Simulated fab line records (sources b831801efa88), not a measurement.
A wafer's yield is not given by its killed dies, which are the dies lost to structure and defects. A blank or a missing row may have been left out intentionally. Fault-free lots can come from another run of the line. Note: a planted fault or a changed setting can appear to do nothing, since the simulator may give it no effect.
Matching of chambers -- flow gf180mcu -- cmp-02 running GF_V2_CMP_04: 4 sister chambers
The step polishes SiO2. 8 wafers are shown with their chamber, then 7 later ones without.

== EACH WAFER AND ITS CHAMBER ==
wafer,chamber,motorCurrentA (A),slurryFlowMlMin
L107.1,2,13.2,149.9
L114.5,1,11.5,150.0
L114.6,0,12.3,149.8
L119.1,2,13.7,149.8
L119.2,0,13.2,150.6
L119.5,3,10.2,150.2
L122.1,3,10.4,150.1
L122.4,1,11.8,150.4

== WAFERS WITH NO CHAMBER GIVEN ==
wafer,motorCurrentA (A),slurryFlowMlMin
L122.6,13.1,149.6
L125.1,13.2,150.0
L125.2,13.6,151.3
L125.5,12.7,149.9
L128.2,13.1,149.3
L128.4,13.3,150.3
L128.5,12.1,150.1

== EACH ONE'S CHAMBER ==
wafer,from the rows above,in truth
L122.6,can't be placed: 2 or 0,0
L125.1,can't be placed: 2 or 0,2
L125.2,can't be placed: 0 or 2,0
L125.5,can't be placed: 0 or 2 or 1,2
L128.2,can't be placed: 2 or 0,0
L128.4,can't be placed: 2 or 0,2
L128.5,can't be placed: 1 or 0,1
0 of 7 placed correctly. From these rows, 7 cannot be placed; in 7 the true chamber is one of the candidates. 0 placed wrongly.
How it was worked out, from the rows above alone: a wafer's distance from a chamber is the root of the sum, over the readings, of the square of ((its reading less the chamber's mean) divided by the reading's scatter). The wafer belongs to the nearest chamber; if the next one is less than 2 further off, it can't be placed. A chamber's mean is the mean of its shown wafers. The scatter: take each reading less its chamber's mean, square it, sum over the shown wafers, divide by the number of wafers less the number of chambers, and take the root.
